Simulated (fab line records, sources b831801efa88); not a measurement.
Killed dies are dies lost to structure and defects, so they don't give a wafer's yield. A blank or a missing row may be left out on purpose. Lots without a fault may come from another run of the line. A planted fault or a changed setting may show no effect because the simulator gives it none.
One fault seen from 2 desks | flow gf180mcu | each desk has only its own numbers; what lay behind them comes last

THE METROLOGY DESK
What the gauges read, lot by lot, whatever tool the lot ran on: means of the sampled wafers that have a number. A lot is out of limits, marked OUT, if its mean lies more than 4 standard deviations from the usual mean; the brackets give that distance.
Columns: A = cd_nm at GF_M3_CD_MEAS_14, usual 279.9 nm
lot  | first seen here | A
L210 | day 21 18:58    | 279.4
L211 | day 22 05:28    | 280.2
L212 | day 22 08:55    | 280.7
L214 | day 23 07:28    | 279.6
L215 | day 23 15:08    | 278.6
L216 | day 23 17:57    | 281.1
L217 | day 24 13:13    | 281.2
L218 | day 24 16:08    | 279.6
L219 | day 25 00:34    | 279.0
L220 | day 25 11:07    | 275.6
L222 | day 25 21:55    | 275.4 (-4.1) OUT
L232 | day 28 20:02    | 282.4
This desk's finding: out of limits on L222; first on L222, day 25 21:55 (cd_nm at GF_M3_CD_MEAS_14). In limits: L210, L211, L212, L214, L215, L216, L217, L218, L219, L220, L232.

THE TOOL OWNER'S DESK: krf_scanner-01
The tool's own readings at GF_M3_EXPOSE_11 (exposes mask Metal3, target cd 280 nm): means of the sampled wafers that have a number, for each lot that ran on this tool. A lot is out of limits, marked OUT, if its mean lies more than 4 standard deviations from the usual mean; the brackets give that distance.
Columns: A = reticle_temp_C at GF_M3_EXPOSE_11, usual 23.00 C
lot  | first seen here | A
L211 | day 21 18:08    | 22.97
L215 | day 23 03:46    | 23.06
L216 | day 23 07:25    | 23.09
L217 | day 24 02:01    | 23.03
L218 | day 24 05:39    | 23.06
L219 | day 24 14:19    | 23.03
L220 | day 25 00:30    | 22.84
L222 | day 25 11:33    | 23.09
This desk's finding: nothing out of limits on any of the 8 lots.

PUT TOGETHER
The metrology desk could have raised an alarm at day 25 21:55, on L222.
The tool owner's desk saw nothing out of limits.
The tool owner's desk has L222 on record, within its limits.
Of the lots named, all ran GF_M3_EXPOSE_11 on krf_scanner-01.

WHAT THE SIMULATOR HAD PUT IN
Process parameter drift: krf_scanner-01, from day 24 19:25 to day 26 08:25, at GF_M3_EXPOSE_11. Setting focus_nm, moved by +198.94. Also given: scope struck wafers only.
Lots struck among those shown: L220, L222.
Hours from the fault's start to each desk's first reading out of limits: the metrology desk, 26.
